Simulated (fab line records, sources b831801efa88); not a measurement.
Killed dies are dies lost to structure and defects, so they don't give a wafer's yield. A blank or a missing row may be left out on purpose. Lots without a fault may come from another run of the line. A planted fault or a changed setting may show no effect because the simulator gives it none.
A struck lot beside a sound one | flow sky130 | 17 steps out of a route of 708
Sound: wafers L226.3, L226.4, L226.6. Struck: wafers L239.1, L239.3, L239.6. The cause comes at the end.
At each step with rows: each side's tool, then ch and its chambers, then its first start. Under that, the readings that differ: sound wafers | struck wafers | difference of the means | sigmas: that difference in standard deviations of wafers without a fault.
alike: readings whose means differ by less than 2 such deviations, and words and numbers that are the same on both sides. not compared: withheld readings, readings that some wafer has no value for, bounds like >300 that may hide the same value, and numbers for which the record gives no deviation and whose values overlap.
The two part at a step that has a row with sigmas, a row that says differs or no value, or rows on one side only. Numbers that don't overlap but have no deviation are shown without sigmas and don't part them. A reading that every wafer of one side lacks parts them only if that side has two wafers or more.

SKY_FIELD_ISO_THK_MEAS_02:
  sound on film_metro-01, day 1 23:51; struck on film_metro-04, day 4 14:46
  alike: FIELD_ISO_OXIDATION_00_THK
then, 1 step without rows for these wafers: SKY_FIELD_ISO_CVD_03 (deposits Si3N4 from DCS/NH3, target thk 165 nm, time 2830 s).
SKY_FIELD_ISO_THK_MEAS_04:
  sound on film_metro-03, day 2 02:40; struck on film_metro-04, day 4 17:41
  alike: FIELD_ISO_CVD_03_THK
then, 8 steps without rows for these wafers: SKY_FIELD_ISO_DEHYDRATE_05 (time 60 s); SKY_FIELD_ISO_HMDS_06 (prime time 60 s); SKY_FIELD_ISO_COAT_07 (resist thk 60 nm); SKY_FIELD_ISO_COAT_08 (resist thk 450 nm); SKY_FIELD_ISO_SOFTBAKE_09 (time 90 s); SKY_FIELD_ISO_EXPOSE_10 (exposes mask FOM, target cd 150 nm); SKY_FIELD_ISO_PEB_11; SKY_FIELD_ISO_DEVELOP_12 (develop time 60 s).
SKY_FIELD_ISO_CD_MEAS_13: target cd 150 nm.
  sound on cd_sem-02, day 2 18:08; struck on cd_sem-02, day 5 11:38
  alike: cd_nm
SKY_FIELD_ISO_ETCH_14: etches BARC in N2/H2, stops on SiO2, time 45.9 s, target depth 60 nm.
  sound on rie_diel-04 ch 0,1,2, day 2 18:13; struck on rie_diel-04 ch 0,1, day 5 11:46
  reading                                          | sound             | struck            | difference | sigmas
  oes_product_au (a.u.)                            | 0.860 0.856 0.855 | 1.003 1.006 1.006 | +0.148     | +31
  run_length_s (s)                                 | 74.1 73.7 74.4    | 46.9 47.1 46.9    | -27.1      | -63
  model.etch.depth_nm (nm)                         | 60.27 60.22 60.21 | 32.45 32.74 32.43 | -27.69     |
  model.KrF-thick_of_FIELD_ISO_COAT_08.thk_nm (nm) | 393.7 394.9 395.2 | 417.7 418 417.9   | +23.3      |
  model.FIELD_ISO.cd_nm (nm)                       | 147.6 148.5 147.9 | 154.4 155.2 154.1 | +6.6       |
  alike: drypump_motor_current_A, n2_flow_sccm, throttle_valve_pct
  not compared: rf_hours_counter_h
SKY_FIELD_ISO_ETCH_15: etches the open film in CHF3/O2, stops on Si, target depth 180 nm, time 72 s.
  sound on rie_diel-04 ch 0,1,2, day 2 18:15; struck on rie_diel-04 ch 0,1, day 5 11:48
  reading                                          | sound             | struck            | difference | sigmas
  oes_product_au (a.u.)                            | 0.941 0.956 0.959 | 0.379 0.371 0.372 | -0.578     | -77
  throttle_valve_pct (%)                           | 8.835 8.843 8.847 | 8.685 8.672 8.667 | -0.167     | -20
  model.KrF-thick_of_FIELD_ISO_COAT_08.thk_nm (nm) | 236.8 237 240.3   | 259.5 260 259.7   | +21.7      |
  alike: drypump_motor_current_A, run_length_s
  not compared: rf_hours_counter_h
SKY_FIELD_ISO_STRIP_16: strips in O2/N2.
  sound on plasma_asher-02 ch 0,1, day 2 18:20; struck on plasma_asher-02 ch 1, day 5 11:51
  reading                      | sound             | struck            | difference | sigmas
  oes_product_au (a.u.)        | 0.379 0.368 0.379 | 0.384 0.385 0.393 | +0.012     | +3
  strip_time_to_endpoint_s (s) | 3.560 3.550 3.598 | 3.789 3.792 3.795 | +0.223     | +9
  alike: drypump_motor_current_A, n2_flow_sccm, o2_flow_sccm
  not compared: rf_hours_counter_h
SKY_FIELD_ISO_ETCH_17: etches Si in HBr/Cl2/O2, target depth 342 nm, time 97.7 s.
  sound on rie_si-02 ch 1,3, day 2 18:24; struck on rie_si-01 ch 0,1, day 5 11:57
  reading                    | sound             | struck            | difference | sigmas
  model.FIELD_ISO.cd_nm (nm) | 148.4 149.3 147.4 | 155.8 156.4 154.5 | +7.2       |
  alike: drypump_motor_current_A, oes_product_au, run_length_s, throttle_valve_pct
  not compared: rf_hours_counter_h
then, 1 step without rows for these wafers: SKY_FIELD_ISO_WET_ETCH_18 (etches Si3N4 in H3PO4, target depth 25 nm, time 286 s).

WHERE THEY PART
First at SKY_FIELD_ISO_ETCH_14; last, within this record, at SKY_FIELD_ISO_STRIP_16. Later steps at which nothing parts them and some readings are alike: SKY_FIELD_ISO_ETCH_17.

WHY: what the simulator had put in
Process parameter drift: rie_diel-04, from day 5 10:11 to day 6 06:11, at SKY_FIELD_ISO_ETCH_14. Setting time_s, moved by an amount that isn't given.
